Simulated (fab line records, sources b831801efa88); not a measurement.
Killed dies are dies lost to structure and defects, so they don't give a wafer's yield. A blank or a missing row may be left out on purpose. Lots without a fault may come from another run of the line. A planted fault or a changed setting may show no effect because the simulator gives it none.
A struck lot beside a sound one | flow sfq_line | 42 steps out of a route of 325
Sound: wafers L686.2, L686.3, L686.6. Struck: wafers L682.1, L682.2, L682.3. The cause comes at the end.
At each step with rows: each side's tool, then ch and its chambers, then its first start. Under that, the readings that differ: sound wafers | struck wafers | difference of the means | sigmas: that difference in standard deviations of wafers without a fault.
alike: readings whose means differ by less than 2 such deviations, and words and numbers that are the same on both sides. not compared: withheld readings, readings that some wafer has no value for, bounds like >300 that may hide the same value, and numbers for which the record gives no deviation and whose values overlap.
The two part at a step that has a row with sigmas, a row that says differs or no value, or rows on one side only. Numbers that don't overlap but have no deviation are shown without sigmas and don't part them. A reading that every wafer of one side lacks parts them only if that side has two wafers or more.

first, 3 steps without rows for these wafers: SFQ_TRILAYER_I4_VIA_LITHO_EXPOSE_104 (exposes mask I4, target cd 700 nm); SFQ_TRILAYER_I4_VIA_LITHO_PEB_106 (peb time 60 s); SFQ_TRILAYER_I4_VIA_LITHO_DEVELOP_105 (time 60 s).
SFQ_I4_OVL_MEAS_928:
  sound on overlay-01, day 45 08:16; struck on overlay-01, day 44 15:28
  alike: I4_OVL
SFQ_TRILAYER_I4_VIA_BARC_OPEN_VIA_ETCH_146: etches BARC in O2, target depth 125 nm, time 41.7 s.
  sound on rie_diel-01 ch 0,2, day 45 08:18; struck on rie_diel-02 ch 0,1,2, day 44 15:30
  alike: chamber_pressure_mTorr, drypump_motor_current_A, oes_product_au
  not compared: rf_hours_counter_h
then, 1 step without rows for these wafers: SFQ_TRILAYER_I4_VIA_ETCH_VIA_ETCH_106 (etches SiO2 in CHF3, stops on Nb, target depth 260 nm).
SFQ_TRILAYER_I4_VIA_STRIP_STRIP_107: strips in O2.
  sound on rie_metal-02 ch 1, day 45 08:39; struck on rie_metal-02 ch 0,1, day 44 15:39
  alike: chamber_pressure_mTorr, drypump_motor_current_A, oes_product_au
  not compared: rf_hours_counter_h
then, 5 steps without rows for these wafers: SFQ_TRILAYER_I4_VIA_STRIP_SOLV_CLEAN_108 (cleans in NMP, time 600 s); SFQ_TRILAYER_JJ_TRILAYER_DEP_PRE_CLEAN_113 (time 22.5 s); SFQ_TRILAYER_JJ_TRILAYER_DEP_SPUTTER_109 (material Nb, target thk 150 nm, time 100 s); SFQ_TRILAYER_JJ_TRILAYER_DEP_SPUTTER_110 (material Al, target thk 8 nm, time 10 s); SFQ_TRILAYER_JJ_TRILAYER_DEP_AL_OXIDATION_111 (oxidation time 600 s).
SFQ_TRILAYER_JJ_TRILAYER_DEP_SPUTTER_112: material Nb, target thk 170 nm, time 113.3 s.
  sound on pvd_sputter-03, day 45 10:58; struck on pvd_sputter-04, day 44 17:34
  reading                                                      | sound             | struck            | difference | sigmas
  model.Nb_of_TRILAYER_JJ_TRILAYER_DEP_SPUTTER_112.thk_nm (nm) | 172.6 172.3 172.1 | 174.3 173.5 173.7 | +1.5       |
  alike: cathode_dc_power_W, throttle_valve_pct
SFQ_JJ_RS_MEAS_929: measures by four-point-probe.
  sound on film_metro-01, day 45 11:04; struck on film_metro-01, day 44 17:39
  alike: JJ_NB_RS
then, 6 steps without rows for these wafers: SFQ_TRILAYER_JJ_CE_LITHO_COAT_119 (resist thk 62 nm); SFQ_TRILAYER_JJ_CE_LITHO_COAT_114 (resist thk 600 nm); SFQ_TRILAYER_JJ_CE_LITHO_SOFTBAKE_118; SFQ_TRILAYER_JJ_CE_LITHO_EXPOSE_115 (exposes mask J5, target cd 700 nm); SFQ_TRILAYER_JJ_CE_LITHO_PEB_117 (peb time 60 s); SFQ_TRILAYER_JJ_CE_LITHO_DEVELOP_116 (time 60 s).
-- the record jumps here: 5 days lie between the struck wafers' starts before and after --
SFQ_JJ_OVL_MEAS_931:
  sound on overlay-02, day 51 00:11; struck on overlay-02, day 49 21:40
  alike: J5_OVL
SFQ_TRILAYER_JJ_CE_METRO_MEASURE_117:
  sound on cd_sem-02, day 51 00:25; struck on cd_sem-02, day 49 21:42
  reading    | sound             | struck            | difference | sigmas
  cd_nm (nm) | 698.8 698.2 699.4 | 701.9 701.9 701.6 | +3.0       | +2
SFQ_TRILAYER_JJ_CE_BARC_OPEN_RIE_150: chemistry O2, target BARC, target depth 240 nm, time 80 s.
  sound on rie_metal-03 ch 0, day 51 01:25; struck on rie_metal-01 ch 0,1, day 49 22:54
  alike: chamber_pressure_mTorr, drypump_motor_current_A, oes_product_au
  not compared: rf_hours_counter_h
then, 2 steps without rows for these wafers: SFQ_TRILAYER_JJ_CE_ETCH_RIE_118 (chemistry SF6, target Nb, stops on Al2O3, time 97.7 s, target depth 170 nm); SFQ_TRILAYER_JJ_ANODIZE_ANODIZE_119.
SFQ_TRILAYER_JJ_CE_STRIP_STRIP_120: strips in O2.
  sound on rie_metal-04 ch 0,1, day 51 02:07; struck on rie_metal-04 ch 0,1, day 49 23:38
  alike: chamber_pressure_mTorr, drypump_motor_current_A, oes_product_au
  not compared: rf_hours_counter_h
then, 7 steps without rows for these wafers: SFQ_TRILAYER_JJ_CE_STRIP_SOLV_CLEAN_121 (cleans in NMP, time 600 s); SFQ_TRILAYER_M5_LITHO_COAT_128 (resist thk 62 nm); SFQ_TRILAYER_M5_LITHO_COAT_123 (resist thk 600 nm); SFQ_TRILAYER_M5_LITHO_SOFTBAKE_127; SFQ_TRILAYER_M5_LITHO_EXPOSE_124 (exposes mask M5, target cd 700 nm); SFQ_TRILAYER_M5_LITHO_PEB_126 (peb time 60 s); SFQ_TRILAYER_M5_LITHO_DEVELOP_125 (time 60 s).
-- the record jumps here: 6 days lie between the struck wafers' starts before and after --
SFQ_M5_OVL_MEAS_932:
  sound on overlay-02, day 57 08:49; struck on overlay-01, day 56 06:41
  alike: M5_OVL
then, 7 steps without rows for these wafers: SFQ_TRILAYER_M5_BARC_OPEN_METAL_ETCH_161 (etches BARC in O2, target depth 125 nm, time 41.7 s); SFQ_TRILAYER_M5_ETCH_METAL_ETCH_126 (etches Nb in Cl2/BCl3, stops on SiO2, time 203.2 s, target depth 265 nm); SFQ_TRILAYER_M5_STRIP_STRIP_127 (strips in O2); SFQ_TRILAYER_M5_STRIP_SOLV_CLEAN_128 (cleans in NMP, time 600 s); SFQ_TRILAYER_A5B_DEP_PECVD_129 (deposits SiO2 from SiH4/N2O, time 133.33 s, target thk 600 nm); SFQ_TRILAYER_A5B_CMP_CMP_130 (polishes, stops on Nb, target thk 340.7 nm); SFQ_TRILAYER_A5B_METRO_MEASURE_131.
SFQ_TRILAYER_R5_ETCH_METAL_ETCH_139: etches the open film in Cl2, stops on SiO2, target depth 60 nm, time 40 s.
  sound on rie_metal-04 ch 0,1, day 63 02:07; struck on rie_metal-02 ch 0,1, day 57 00:49
  reading                                                      | sound           | struck            | difference | sigmas
  drypump_motor_current_A (A)                                  | 4.9 4.8 5.1     | 5.8 5.9 5.7       | +0.9       | +2
  model.Nb_of_TRILAYER_JJ_TRILAYER_DEP_SPUTTER_112.thk_nm (nm) | 162.8 162.6 162 | 164.1 163.2 163.5 | +1.1       |
  alike: chamber_pressure_mTorr, oes_product_au
  not compared: rf_hours_counter_h

WHERE THEY PART
First at SFQ_TRILAYER_JJ_CE_METRO_MEASURE_117; last, within this record, at SFQ_TRILAYER_R5_ETCH_METAL_ETCH_139.

WHY: what the simulator had put in
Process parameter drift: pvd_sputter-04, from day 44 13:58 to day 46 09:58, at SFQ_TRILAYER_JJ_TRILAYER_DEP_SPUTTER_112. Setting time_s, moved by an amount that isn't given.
